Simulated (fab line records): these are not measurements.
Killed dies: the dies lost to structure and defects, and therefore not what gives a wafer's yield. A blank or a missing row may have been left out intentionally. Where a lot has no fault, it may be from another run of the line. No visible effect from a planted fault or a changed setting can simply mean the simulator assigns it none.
What tool caused it? | flow sky130 | 11 lots with 33 wafers sampled at 2 steps, on a route of 708 steps

WHAT THE GAUGES READ, wafer by wafer
SKY_LDD_HVP_TW_MEAS_10.
lot  | measured     | on           | LDD_HVP_TW
L438 | day 21 20:47 | filmMetro-04 | 462.7 462.2 462.4
L440 | day 22 18:05 | filmMetro-01 | 461.3 460.7 460.6
L442 | day 23 12:01 | filmMetro-01 | 459.3 458.8 459.8
L443 | day 23 20:35 | filmMetro-03 | 455.3 453.3 453.1
L444 | day 24 05:45 | filmMetro-03 | 460.4 462.4 462.1
L445 | day 24 15:17 | filmMetro-04 | 459.1 458.0 461.1
L446 | day 24 19:41 | filmMetro-03 | 461.2 461.1 459.1
L447 | day 25 04:17 | filmMetro-03 | 458.2 457.1 457.6
L449 | day 26 00:02 | filmMetro-04 | 458.3 461.5 459.7
L450 | day 26 08:01 | filmMetro-03 | 455.0 453.1 454.6
L460 | day 30 09:08 | filmMetro-04 | 458.8 461.9 459.8

WHICH TOOL RAN EACH LOT (tool, then ch and the chambers of the sampled wafers, then the start)
lot  | SKY_RES_PROTECT_STRIP_07
L438 | plasmaAsher-01 ch 0,1, day 15 10:41
L440 | plasmaAsher-01 ch 0,1, day 16 05:27
L442 | plasmaAsher-03 ch 0,1, day 16 20:48
L443 | plasmaAsher-04 ch 0,1, day 17 05:44
L444 | plasmaAsher-01 ch 0, day 17 14:51
L445 | plasmaAsher-01 ch 0,1, day 18 00:36
L446 | plasmaAsher-01 ch 0,1, day 18 06:11
L447 | plasmaAsher-04 ch 0, day 18 12:56
L449 | plasmaAsher-01 ch 0,1, day 19 13:38
L450 | plasmaAsher-03 ch 0,1, day 19 21:24
L460 | plasmaAsher-04 ch 0,1, day 24 03:26
- SKY_RES_PROTECT_STRIP_07: strips in O2/N2.

THE ANSWER, worked out from the rows above alone
Rule: usual is defined by the lots themselves. Put in order of their means at a reading, lots are off if they are a third of the lots or fewer, leave a main group of 4 or more, and stand apart from it by a gap of 3 or more times the standard deviation of the main group's means; of several such gaps the widest counts. A main group whose means are all the same, to the digits that the tables above print for the reading, isn't used. A lot without any number at a reading at which 4 lots or more have one is off too. Where the step has rows for the other lots, those lots are counted as sound.
No lot is off on any of the readings shown, so nothing can be concluded from this.

WHAT THE SIMULATOR HAD INSERTED
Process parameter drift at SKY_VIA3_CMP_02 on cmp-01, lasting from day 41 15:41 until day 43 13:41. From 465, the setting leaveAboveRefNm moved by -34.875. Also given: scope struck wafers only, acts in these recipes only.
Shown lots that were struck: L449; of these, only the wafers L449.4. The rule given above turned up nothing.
